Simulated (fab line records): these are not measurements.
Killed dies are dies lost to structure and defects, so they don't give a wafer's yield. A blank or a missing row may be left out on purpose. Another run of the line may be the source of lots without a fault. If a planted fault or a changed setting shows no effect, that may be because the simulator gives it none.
fab line records + flow sfq_line
record
- lots=15
- wafers=45
- last_day=83
route steps=325 shown L0@14 L0V@24 M0@40 M3@128
lots untouched by any fault: they come from a run of this same line in which no faults occurred
start_h: hours from the record's first day to the start of the lot's first wafer shown + wait_h: time in hours since the lot's previous step + " unchanged from the row above + L1.1+2: several wafers, shown together as one row + - no value present, or no start provided + * or withheld: withheld + < > ~ a bound
route shown NAME@n: NAME is a module with steps in the file, n the number in the route of the first one + usual: mean/standard deviation taken from wafers without a fault + same: alike in all rows + chamber/n: place in a boat + sites: readings site by site + _std_site: their standard deviation + _edge_site: mean of outer sites minus mean of inner sites + radius_mm: for every site, how far away it sits from the centre of the wafer + mask NAME#n: copy n + behind: the last tool/chamber to shape the wafer + hold: the reason the lot was held/the length of the hold in hours/how it ended + device: which transistor (n, p or np) failed to switch + end of line: the same wafers' tests at the end of the route + a step given without rows: its recipe and nothing more + killed: count of dies lost to structure and defects at first sort (not the wafer's yield) + map: shows each die of a wafer: x if killed, . if not, _ if none is there
set.NAME: the run value of the setting; set.NAME@STEP: its run value at that earlier step + model.NAME: the simulator's own value behind a step, which no gauge read
a sample of lots followed through the steps of the route, with each step as a table and each wafer as a row
services: from which hour (start_h, from the record's first day; less than 0 if before it) a tool's chamber was out of use, for how many hours, and why
## steps
# step SFQ_TRILAYER_L0_STRIP_STRIP_009
# recipe
- gas=O2
- power_w=200
- platen_temp_c=40
- overash_fraction=0.65
- chemistry=O2
- pressure_mtorr=50
# usual
- drypump_motor_current_A=5.43/0.29
- oes_product_au=1.006/0.013
| lot.wafer | tool         | chamber | start_h | wait_h | drypump_motor_current_A | oes_product_au | rf_hours_counter_h |
|-----------|--------------|---------|---------|--------|-------------------------|----------------|--------------------|
| L635.1    | rie_metal-04 | 1       | 80.33   | 0.0    | 5.18                    | 1.014          | 200                |
| L635.4    | "            | 0       | "       | "      | 5.52                    | 0.995          | -                  |
| L635.6    | "            | 0       | "       | "      | 5.51                    | 0.994          | -                  |
| L636.1    | rie_metal-03 | 0       | 86.33   | 0.0    | 5.02                    | 1.023          | 166                |
| L636.5    | "            | 0       | "       | "      | 5.02                    | 1.008          | -                  |
| L636.6    | "            | 1       | "       | "      | 5.66                    | 0.986          | -                  |
| L638.3    | rie_metal-04 | 0       | 96.13   | 0.2    | 5.52                    | 1.002          | -                  |
| L638.5    | "            | 0       | "       | "      | 5.52                    | 1.003          | -                  |
| L638.6    | "            | 1       | "       | "      | 5.18                    | 1.009          | -                  |
| L639.1    | rie_metal-03 | 0       | 101.93  | 0.0    | 5.02                    | 1.024          | 169                |
| L639.2    | "            | 1       | "       | "      | 5.68                    | 0.992          | 163                |
| L639.5    | "            | 0       | "       | "      | 5.03                    | 1.015          | -                  |
| L641.1    | rie_metal-03 | 1       | 109.13  | 0.0    | 5.67                    | 0.986          | 164                |
| L641.5    | "            | 1       | "       | "      | 5.67                    | 0.997          | -                  |
| L641.6    | "            | 0       | "       | "      | 5.03                    | 1.019          | -                  |
| L642.1    | rie_metal-03 | 0       | 115.13  | 0.0    | 5.02                    | 1.025          | 171                |
| L642.4    | "            | 1       | "       | "      | 5.70                    | 0.992          | -                  |
| L642.5    | "            | 1       | "       | "      | 5.69                    | 0.998          | -                  |
| L644.1    | rie_metal-04 | 0       | 123.64  | 0.1    | 5.50                    | 1.000          | 192                |
| L644.2    | "            | 0       | "       | "      | 5.47                    | 0.995          | -                  |
| L644.6    | "            | 0       | "       | "      | 5.50                    | 0.999          | -                  |
| L645.2    | rie_metal-03 | 0       | 130.73  | 0.0    | 5.01                    | 1.014          | 173                |
| L645.5    | "            | 1       | "       | "      | 5.68                    | 0.988          | -                  |
| L645.6    | "            | 0       | "       | "      | 5.00                    | 1.021          | -                  |
| L648.1    | rie_metal-04 | 1       | 151.13  | 0.0    | 5.18                    | 1.021          | 2                  |
| L648.2    | "            | 0       | "       | "      | 5.50                    | 1.021          | 200                |
| L648.5    | "            | 0       | "       | "      | 5.50                    | 1.000          | -                  |
| L649.3    | rie_metal-02 | 1       | 158.53  | 0.2    | 5.91                    | 0.995          | -                  |
| L649.4    | "            | 0       | "       | "      | 5.66                    | 1.002          | -                  |
| L649.6    | "            | 0       | "       | "      | 5.66                    | 1.007          | -                  |
| L650.1    | rie_metal-03 | 0       | 165.53  | 0.0    | 5.02                    | 1.019          | 179                |
| L650.2    | "            | 1       | "       | "      | 5.67                    | 0.988          | 173                |
| L650.3    | "            | 1       | "       | "      | 5.67                    | 0.980          | -                  |
| L655.1    | rie_metal-03 | 0       | 208.63  | 0.0    | 5.01                    | 1.016          | 187                |
| L655.3    | "            | 0       | "       | "      | 5.01                    | 1.020          | -                  |
| L655.5    | "            | 1       | "       | "      | 5.66                    | 1.008          | -                  |
| L656.3    | rie_metal-03 | 1       | 217.54  | 0.4    | 5.70                    | 1.016          | -                  |
| L656.4    | "            | 1       | "       | "      | 5.67                    | 1.009          | -                  |
| L656.5    | "            | 1       | "       | "      | 5.68                    | 1.007          | -                  |
| L657.2    | rie_metal-03 | 1       | 223.34  | 0.3    | 5.69                    | 1.000          | -                  |
| L657.4    | "            | 1       | "       | "      | 5.67                    | 0.996          | -                  |
| L657.6    | "            | 1       | "       | "      | 5.69                    | 0.995          | -                  |
| L658.1    | rie_metal-03 | 1       | 226.74  | 0.1    | 5.68                    | 1.014          | 185                |
| L658.3    | "            | 1       | "       | "      | 5.67                    | 1.012          | -                  |
| L658.5    | "            | 1       | "       | "      | 5.66                    | 0.997          | -                  |
# step SFQ_TRILAYER_L0_VIA_BARC_OPEN_VIA_ETCH_021
# recipe
- mask_material=PR
- chemistry=O2
- target_depth_nm=125
- target=BARC
- source_w=500
- bias_w=80
- pressure_mtorr=30
- time_s=41.7
# usual
- bias_w=80.03/0.26
- chamber_pressure_mTorr=29.996/0.029
- drypump_motor_current_A=5.8/0.35
- oes_product_au=0.685/0.0047
| lot.wafer | tool        | chamber | start_h | wait_h | bias_w | chamber_pressure_mTorr | drypump_motor_current_A | oes_product_au | rf_hours_counter_h |
|-----------|-------------|---------|---------|--------|--------|------------------------|-------------------------|----------------|--------------------|
| L635.1    | rie_diel-01 | 3       | 154.66  | 0.0    | 79.69  | 30.002                 | 5.9                     | 0.684          | 20                 |
| L635.4    | "           | 2       | "       | "      | 80.09  | 30.036                 | 6.0                     | 0.683          | 126                |
| L635.6    | "           | 2       | "       | "      | 79.91  | 29.962                 | 6.0                     | 0.691          | -                  |
| L636.1    | rie_diel-04 | 3       | 163.06  | 0.0    | 79.89  | 30.037                 | 5.6                     | 0.682          | 103                |
| L636.5    | "           | 2       | "       | "      | 79.91  | 30.004                 | 6.1                     | 0.689          | -                  |
| L636.6    | "           | 3       | "       | "      | 80.12  | 30.038                 | 5.6                     | 0.680          | -                  |
| L638.3    | rie_diel-03 | 2       | 177.46  | 0.0    | 80.37  | 29.970                 | 5.7                     | 0.687          | 0                  |
| L638.5    | "           | 1       | "       | "      | 80.25  | 29.984                 | 6.8                     | 0.684          | -                  |
| L638.6    | "           | 2       | "       | "      | 80.26  | 30.000                 | 5.7                     | 0.684          | -                  |
| L639.1    | rie_diel-01 | 1       | 187.93  | 0.0    | 80.20  | 29.960                 | 5.4                     | 0.682          | 53                 |
| L639.2    | "           | 2       | "       | "      | 80.16  | 30.012                 | 6.0                     | 0.683          | 127                |
| L639.5    | "           | 1       | "       | "      | 80.35  | 29.966                 | 5.4                     | 0.685          | -                  |
| L641.1    | rie_diel-01 | 3       | 204.96  | 0.0    | 79.68  | 29.973                 | 5.9                     | 0.684          | 21                 |
| L641.5    | "           | 2       | "       | "      | 80.20  | 29.963                 | 6.1                     | 0.682          | -                  |
| L641.6    | "           | 1       | "       | "      | 80.40  | 30.013                 | 5.4                     | 0.690          | -                  |
| L642.1    | rie_diel-01 | 3       | 213.36  | 0.0    | 80.28  | 30.049                 | 5.9                     | 0.693          | 21                 |
| L642.4    | "           | 1       | "       | "      | 79.77  | 29.990                 | 5.4                     | 0.686          | -                  |
| L642.5    | "           | 3       | "       | "      | 79.87  | 29.986                 | 5.9                     | 0.686          | -                  |
| L644.1    | rie_diel-01 | 1       | 225.36  | 0.0    | 80.22  | 30.028                 | 5.4                     | 0.686          | 54                 |
| L644.2    | "           | 3       | "       | "      | 80.15  | 30.020                 | 5.9                     | 0.676          | 21                 |
| L644.6    | "           | 3       | "       | "      | 80.00  | 30.015                 | 5.9                     | 0.691          | -                  |
| L645.2    | rie_diel-04 | 2       | 231.36  | 0.0    | 79.99  | 29.974                 | 6.0                     | 0.674          | 30                 |
| L645.5    | "           | 3       | "       | "      | 79.85  | 29.980                 | 5.6                     | 0.686          | -                  |
| L645.6    | "           | 2       | "       | "      | 79.87  | 29.964                 | 6.0                     | 0.685          | -                  |
| L648.1    | rie_diel-04 | 0       | 252.62  | 0.0    | 79.94  | 29.948                 | 5.1                     | 0.691          | 45                 |
| L648.2    | "           | 2       | "       | "      | 79.85  | 29.968                 | 6.1                     | 0.684          | 30                 |
| L648.5    | "           | 2       | "       | "      | 80.21  | 30.013                 | 6.1                     | 0.693          | -                  |
| L649.3    | rie_diel-04 | 0       | 263.98  | 0.0    | 80.01  | 29.983                 | 5.1                     | 0.683          | 45                 |
| L649.4    | "           | 1       | "       | "      | 80.17  | 29.996                 | 6.0                     | 0.686          | 5                  |
| L649.6    | "           | 1       | "       | "      | 80.00  | 29.888                 | 6.0                     | 0.684          | -                  |
| L650.1    | rie_diel-04 | 3       | 267.58  | 0.0    | 79.99  | 29.989                 | 5.6                     | 0.684          | 105                |
| L650.2    | "           | 1       | "       | "      | 79.81  | 30.034                 | 6.0                     | 0.681          | 5                  |
| L650.3    | "           | 0       | "       | "      | 79.66  | 30.017                 | 5.1                     | 0.690          | 45                 |
| L655.1    | rie_diel-04 | 2       | 304.72  | 0.0    | 79.96  | 29.989                 | 6.1                     | 0.677          | 31                 |
| L655.3    | "           | 3       | "       | "      | 79.72  | 29.983                 | 5.6                     | 0.686          | 105                |
| L655.5    | "           | 3       | "       | "      | 80.04  | 29.959                 | 5.6                     | 0.686          | -                  |
| L656.3    | rie_diel-01 | 2       | 312.63  | 0.0    | 79.84  | 29.968                 | 6.1                     | 0.687          | 128                |
| L656.4    | "           | 2       | "       | "      | 79.74  | 29.979                 | 6.0                     | 0.691          | -                  |
| L656.5    | "           | 3       | "       | "      | 81.00  | 29.969                 | 6.0                     | 0.690          | -                  |
| L657.2    | rie_diel-04 | 3       | 319.83  | 0.0    | 79.94  | 30.020                 | 5.6                     | 0.678          | 105                |
| L657.4    | "           | 1       | "       | "      | 79.77  | 30.053                 | 6.0                     | 0.685          | -                  |
| L657.6    | "           | 2       | "       | "      | 80.07  | 30.032                 | 6.1                     | 0.687          | -                  |
| L658.1    | rie_diel-01 | 3       | 327.03  | 0.0    | 80.31  | 29.994                 | 5.9                     | 0.680          | 23                 |
| L658.3    | "           | 0       | "       | "      | 79.85  | 29.997                 | 6.0                     | 0.700          | 0                  |
| L658.5    | "           | 0       | "       | "      | 79.76  | 29.970                 | 6.0                     | 0.687          | -                  |
# step SFQ_TRILAYER_M0_ETCH_METAL_ETCH_024
# recipe
- target=Nb
- stop_on=SiO2
- mask_material=PR
- chemistry=Cl2/Ar
- target_depth_nm=240
- icp_w=600
- bias_w=80
- pressure_mtorr=10
- time_s=120
# usual
- bias_w=80.02/0.23
- chamber_pressure_mTorr=10.000/0.0082
- drypump_motor_current_A=5.55/0.28
- oes_product_au=0.894/0.0087
| lot.wafer | tool         | chamber | start_h | wait_h | bias_w | chamber_pressure_mTorr | drypump_motor_current_A | oes_product_au | rf_hours_counter_h |
|-----------|--------------|---------|---------|--------|--------|------------------------|-------------------------|----------------|--------------------|
| L635.1    | rie_metal-01 | 1       | 257.48  | 0.0    | 79.93  | 9.997                  | 6.10                    | 0.875          | 167                |
| L635.4    | "            | 0       | "       | "      | 80.06  | 10.000                 | 5.34                    | 0.889          | -                  |
| L635.6    | "            | 0       | "       | "      | 79.76  | 9.992                  | 5.34                    | 0.887          | -                  |
| L636.1    | rie_metal-02 | 0       | 266.44  | 0.0    | 80.52  | 10.006                 | 5.65                    | 0.885          | 15                 |
| L636.5    | "            | 0       | "       | "      | 80.04  | 9.993                  | 5.65                    | 0.884          | -                  |
| L636.6    | "            | 1       | "       | "      | 80.30  | 9.990                  | 5.89                    | 0.896          | -                  |
| L638.3    | rie_metal-02 | 0       | 281.00  | 0.1    | 79.64  | 10.005                 | 5.64                    | 0.891          | -                  |
| L638.5    | "            | 0       | "       | "      | 79.69  | 9.994                  | 5.65                    | 0.911          | -                  |
| L638.6    | "            | 1       | "       | "      | 80.24  | 9.996                  | 5.89                    | 0.916          | -                  |
| L639.1    | rie_metal-04 | 0       | 288.71  | 0.0    | 80.10  | 9.999                  | 5.49                    | 0.898          | 17                 |
| L639.2    | "            | 1       | "       | "      | 79.76  | 9.993                  | 5.20                    | 0.882          | 29                 |
| L639.5    | "            | 1       | "       | "      | 79.74  | 9.998                  | 5.20                    | 0.888          | -                  |
| L641.1    | rie_metal-01 | 0       | 302.44  | 0.1    | 80.51  | 10.006                 | 5.34                    | 0.890          | 99                 |
| L641.5    | "            | 0       | "       | "      | 80.00  | 10.006                 | 5.36                    | 0.897          | -                  |
| L641.6    | "            | 0       | "       | "      | 80.30  | 9.994                  | 5.34                    | 0.878          | -                  |
| L642.1    | rie_metal-04 | 0       | 309.09  | 0.0    | 80.20  | 10.003                 | 5.51                    | 0.899          | 19                 |
| L642.4    | "            | 1       | "       | "      | 80.07  | 9.999                  | 5.18                    | 0.897          | -                  |
| L642.5    | "            | 1       | "       | "      | 80.18  | 9.988                  | 5.20                    | 0.875          | -                  |
| L644.1    | rie_metal-02 | 1       | 323.49  | 0.0    | 80.00  | 10.004                 | 5.90                    | 0.899          | 40                 |
| L644.2    | "            | 0       | "       | "      | 80.28  | 9.985                  | 5.66                    | 0.892          | 24                 |
| L644.6    | "            | 1       | "       | "      | 79.81  | 10.001                 | 5.89                    | 0.903          | -                  |
| L645.2    | rie_metal-01 | 0       | 332.14  | 0.0    | 80.23  | 9.989                  | 5.30                    | 0.893          | 104                |
| L645.5    | "            | 0       | "       | "      | 79.96  | 10.006                 | 5.34                    | 0.885          | -                  |
| L645.6    | "            | 1       | "       | "      | 79.75  | 10.014                 | 6.06                    | 0.896          | -                  |
| L648.1    | rie_metal-01 | 0       | 365.80  | 0.1    | 80.02  | 12.010                 | 5.35                    | 0.889          | 107                |
| L648.2    | "            | 0       | "       | "      | 80.16  | 11.997                 | 5.35                    | 0.889          | -                  |
| L648.5    | "            | 0       | "       | "      | 80.00  | 11.999                 | 5.33                    | 0.905          | -                  |
| L649.3    | rie_metal-01 | 0       | 381.51  | 0.1    | 80.36  | 11.992                 | 5.35                    | 0.900          | -                  |
| L649.4    | "            | 1       | "       | "      | 79.86  | 10.000                 | 6.05                    | 0.897          | -                  |
| L649.6    | "            | 1       | "       | "      | 80.05  | 10.006                 | 6.06                    | 0.893          | -                  |
| L650.1    | rie_metal-01 | 0       | 387.47  | 0.0    | 80.01  | 12.011                 | 5.36                    | 0.904          | 112                |
| L650.2    | "            | 1       | "       | "      | 80.35  | 9.999                  | 6.10                    | 0.890          | 7                  |
| L650.3    | "            | 0       | "       | "      | 80.30  | 12.008                 | 5.36                    | 0.893          | -                  |
| L655.1    | rie_metal-02 | 1       | 439.30  | 0.0    | 80.34  | 9.999                  | 5.90                    | 0.884          | 54                 |
| L655.3    | "            | 1       | "       | "      | 80.00  | 9.996                  | 5.89                    | 0.878          | -                  |
| L655.5    | "            | 1       | "       | "      | 80.06  | 10.003                 | 5.85                    | 0.889          | -                  |
| L656.3    | rie_metal-02 | 1       | 450.14  | 0.1    | 79.64  | 10.015                 | 5.92                    | 0.901          | -                  |
| L656.4    | "            | 0       | "       | "      | 79.66  | 9.987                  | 5.64                    | 0.906          | -                  |
| L656.5    | "            | 0       | "       | "      | 79.69  | 9.996                  | 5.64                    | 0.895          | -                  |
| L657.2    | rie_metal-04 | 0       | 458.63  | 0.0    | 80.54  | 10.017                 | 5.51                    | 0.891          | 41                 |
| L657.4    | "            | 1       | "       | "      | 79.75  | 10.015                 | 5.21                    | 0.880          | -                  |
| L657.6    | "            | 1       | "       | "      | 79.72  | 9.985                  | 5.21                    | 0.899          | -                  |
| L658.1    | rie_metal-02 | 0       | 468.23  | 0.0    | 80.28  | 9.993                  | 5.64                    | 0.910          | 43                 |
| L658.3    | "            | 0       | "       | "      | 80.02  | 9.988                  | 5.64                    | 0.889          | -                  |
| L658.5    | "            | 1       | "       | "      | 79.79  | 9.993                  | 5.89                    | 0.890          | -                  |
# step SFQ_M3_OVL_MEAS_921
# usual
- M3_OVL=2/5.6
| lot.wafer | tool       | chamber | start_h | wait_h | M3_OVL[nm] |
|-----------|------------|---------|---------|--------|------------|
| L635.1    | overlay-01 | -       | 836.68  | 0.1    | 9          |
| L635.4    | "          | -       | "       | "      | 8          |
| L635.6    | "          | -       | "       | "      | 9          |
| L636.1    | overlay-02 | -       | 862.52  | 0.1    | 4          |
| L636.5    | "          | -       | "       | "      | 1          |
| L636.6    | "          | -       | "       | "      | 8          |
| L638.3    | overlay-02 | -       | 864.93  | 0.1    | 4          |
| L638.5    | "          | -       | "       | "      | 3          |
| L638.6    | "          | -       | "       | "      | 4          |
| L639.1    | overlay-02 | -       | 903.57  | 0.1    | -8         |
| L639.2    | "          | -       | "       | "      | -1         |
| L639.5    | "          | -       | "       | "      | -3         |
| L641.1    | overlay-02 | -       | 920.23  | 0.1    | 6          |
| L641.5    | "          | -       | "       | "      | -1         |
| L641.6    | "          | -       | "       | "      | 4          |
| L642.1    | overlay-01 | -       | 932.84  | 0.1    | 7          |
| L642.4    | "          | -       | "       | "      | 6          |
| L642.5    | "          | -       | "       | "      | 3          |
| L644.1    | overlay-01 | -       | 947.37  | 0.1    | -7         |
| L644.2    | "          | -       | "       | "      | -8         |
| L644.6    | "          | -       | "       | "      | 0          |
| L645.2    | overlay-02 | -       | 953.36  | 0.1    | 7          |
| L645.5    | "          | -       | "       | "      | 12         |
| L645.6    | "          | -       | "       | "      | 10         |
| L648.1    | overlay-02 | -       | 980.89  | 0.1    | 0          |
| L648.2    | "          | -       | "       | "      | -5         |
| L648.5    | "          | -       | "       | "      | 2          |
| L649.3    | overlay-01 | -       | 996.50  | 0.1    | -5         |
| L649.4    | "          | -       | "       | "      | -2         |
| L649.6    | "          | -       | "       | "      | -2         |
| L650.1    | overlay-02 | -       | 1006.42 | 0.1    | 4          |
| L650.2    | "          | -       | "       | "      | -4         |
| L650.3    | "          | -       | "       | "      | 4          |
| L655.1    | overlay-02 | -       | 1227.08 | 0.1    | -3         |
| L655.3    | "          | -       | "       | "      | 6          |
| L655.5    | "          | -       | "       | "      | -2         |
| L656.3    | overlay-01 | -       | 1230.69 | 0.1    | 8          |
| L656.4    | "          | -       | "       | "      | 1          |
| L656.5    | "          | -       | "       | "      | -1         |
| L657.2    | overlay-01 | -       | 1233.08 | 0.1    | 6          |
| L657.4    | "          | -       | "       | "      | 1          |
| L657.6    | "          | -       | "       | "      | 7          |
| L658.1    | overlay-02 | -       | 1235.48 | 0.1    | -10        |
| L658.3    | "          | -       | "       | "      | -9         |
| L658.5    | "          | -       | "       | "      | -4         |
## services
| tool         | chamber | start_h | hours | kind   |
|--------------|---------|---------|-------|--------|
| rie_diel-01  | 1       | 83.97   | 10.3  | repair |
| rie_metal-02 | -       | 94.58   | 10.0  | pm     |
| rie_metal-04 | 1       | 115.64  | 6.3   | repair |
| rie_metal-03 | -       | 151.01  | 0.2   | repair |
| rie_diel-04  | 0       | 161.52  | 20.5  | repair |
| rie_diel-01  | 0       | 203.65  | 8.6   | repair |
| rie_diel-01  | 2       | 206.35  | 21.2  | repair |
| rie_diel-04  | 1       | 210.80  | 6.2   | repair |
| rie_diel-04  | 0       | 213.55  | 3.0   | repair |
| rie_metal-02 | 1       | 214.58  | 39.9  | repair |
| rie_metal-03 | 1       | 242.45  | 19.5  | repair |
| rie_diel-04  | 0       | 245.86  | 4.0   | repair |
| rie_diel-04  | 0       | 277.95  | 7.9   | repair |
| rie_diel-04  | 2       | 279.06  | 1.4   | repair |
| rie_metal-03 | -       | 284.16  | 3.1   | repair |
| rie_diel-01  | -       | 292.60  | 0.1   | repair |
| rie_metal-04 | 0       | 296.73  | 3.4   | repair |
| rie_diel-04  | 0       | 318.25  | 11.6  | repair |
| rie_diel-04  | -       | 322.06  | 2.3   | repair |
| rie_diel-01  | 3       | 336.58  | 8.8   | repair |
| rie_metal-02 | -       | 367.07  | 14.6  | pm     |
| rie_diel-01  | 2       | 374.45  | 10.8  | repair |
| rie_diel-04  | 1       | 391.77  | 4.7   | repair |
| rie_metal-03 | 0       | 412.41  | 23.6  | repair |
## key
first_sign
- step=SFQ_TRILAYER_M0_ETCH_METAL_ETCH_024
- reading=chamber_pressure_mTorr
- direction=up
- sigmas=99+
- usual=10.000
- struck=12.003
effect none on later readings
met_at SFQ_TRILAYER_M0_ETCH_METAL_ETCH_024
struck_lots L648,L649,L650
struck_wafers L648.1,L648.2,L648.5,L649.3,L650.1,L650.3
not_acting_at SFQ_TRILAYER_L0_STRIP_STRIP_009,SFQ_TRILAYER_L0_VIA_BARC_OPEN_VIA_ETCH_021,SFQ_M3_OVL_MEAS_921
onset_between 332.14 365.80
fault
- kind=process_parameter_drift
- tool=rie_metal-01
- chamber=0
- onset_h=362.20
- steps=SFQ_TRILAYER_M0_ETCH_METAL_ETCH_024
- channel=pressure_mtorr
- offset=2
- shape=step
- end_h=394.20
- acts_in=these_recipes_only
- stated=10
